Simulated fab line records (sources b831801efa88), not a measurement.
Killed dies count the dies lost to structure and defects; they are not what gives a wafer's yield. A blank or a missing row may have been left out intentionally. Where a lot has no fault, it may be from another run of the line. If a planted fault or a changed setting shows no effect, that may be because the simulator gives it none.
Problem report, 8D (eight disciplines) form, completed by code + flow gf180mcu + the parts of the form that need people (team, actions taken, sign-off) are left out

1. THE ISSUE
Wafers free of any fault read 0.385 ohm/sq (standard deviation 0.0043) for CONTACT_W_RS at GF_CONTACT_RS_MEAS_25, against a mean of 0.303 ohm/sq on 4 wafers of 3 lots. Measured from the usual mean, that is -19 standard deviations.
The step: measures by four-point-probe.
The first sign was on wafer L780.5 at day 20 10:08, on film_metro-03. Wafers with a number at this step in the record: 36, from 13 lots. Rule for "out", or "out of limits": more than 4 standard deviations from the usual mean. All remaining wafers that have a number are taken as sound.

2. WHAT IT IS AND WHAT IT IS NOT
| question                    | is                             | is not                                                                                             |
|-----------------------------|--------------------------------|----------------------------------------------------------------------------------------------------|
| which readings at this step | CONTACT_W_RS                   | -                                                                                                  |
| which lots                  | L780, L781, L784               | L772, L773, L775, L776, L778, L790, L791, L792, L793, L794                                         |
| which wafers of those lots  | L780.5, L781.5, L781.6, L784.5 | L780.1, L784.1                                                                                     |
| read on which gauges        | film_metro-03                  | film_metro-01, film_metro-04                                                                       |
| when                        | from day 20 10:08              | up to then (16 sound wafers); but 16 sound wafers of L784, L790, L791, L792, L793, L794 came after |

3. WHAT RULES OUT EACH SUSPECT
Counting: if a tool at a process step up to the reading ran every lot that is out, it stays a suspect. Sound lots after the first of them don't rule it out here, since some wafers of a struck lot are sound.
- the gauge at GF_CONTACT_RS_MEAS_25: ruled out. All the wafers that are out were read on film_metro-03, but those of them that GF_CONTACT_CMP_27 has rows for are out there too, on other tools.
- cvd_w-01 at GF_CONTACT_CVD_24 (deposits W, target thk 300 nm, time 90.339 s): kept. Ran every lot that is out, first one L780 (day 20 10:02); last sound lot up to then L778 (day 18 17:45).
The count leaves cvd_w-01 at GF_CONTACT_CVD_24.

4. THE CAUSE (what the simulator had put in)
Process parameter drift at GF_CONTACT_CVD_24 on cvd_w-01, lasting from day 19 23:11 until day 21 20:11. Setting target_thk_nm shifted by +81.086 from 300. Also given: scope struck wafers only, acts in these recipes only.
After counting, this tool was the only one left.

5. THE CHAIN OF EFFECTS, in route order
Rows list readings where the struck wafers' mean (over those with a number) sits beyond 3 standard deviations from the usual. Only readings for which the record gives a usual standard deviation are gone through. hours: the time from each lot's start at the first step in this table that gives one to its start at this step, as a median over the lots. sigmas: the change in usual standard deviations.
| hours | step                   | reading            | usual        | on struck wafers | change | sigmas |
|-------|------------------------|--------------------|--------------|------------------|--------|--------|
| 0     | GF_CONTACT_RS_MEAS_25  | CONTACT_W_RS       | 0.385 ohm/sq | 0.303            | -0.082 | -19    |
| 0     | GF_CONTACT_THK_MEAS_26 | CONTACT_W_THK      | 296 nm       | 376              | +80    | +19    |
| 0     | GF_CONTACT_CMP_27      | time_to_endpoint_s | 73 s         | 94               | +20    | +5.9   |
Here are the process steps it includes:
- GF_CONTACT_CMP_27: polishes, stops on SiO2, t overpolish 15 s, target thk 0 nm.
Later steps that measure or inspect, where all struck wafers having a row at the step show a number for every such reading and not one has moved that far: GF_V1_THK_MEAS_01.

6. HOW IT WOULD HAVE BEEN CAUGHT EARLIER
11 hours passed between the start of the fault at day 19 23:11 and the first reading out of limits at a measuring or inspecting step in this record, taken at day 20 10:08.
Of the tool readings at GF_CONTACT_CVD_24 for which the record gives a usual standard deviation, none was out on any struck wafer, so an alarm limit of 4 standard deviations on them would not have fired.
Lots out: 3; of these, L781, L784 started GF_CONTACT_CVD_24 on cvd_w-01 after day 20 10:08. A hold on the tool at that time would have spared those 2.
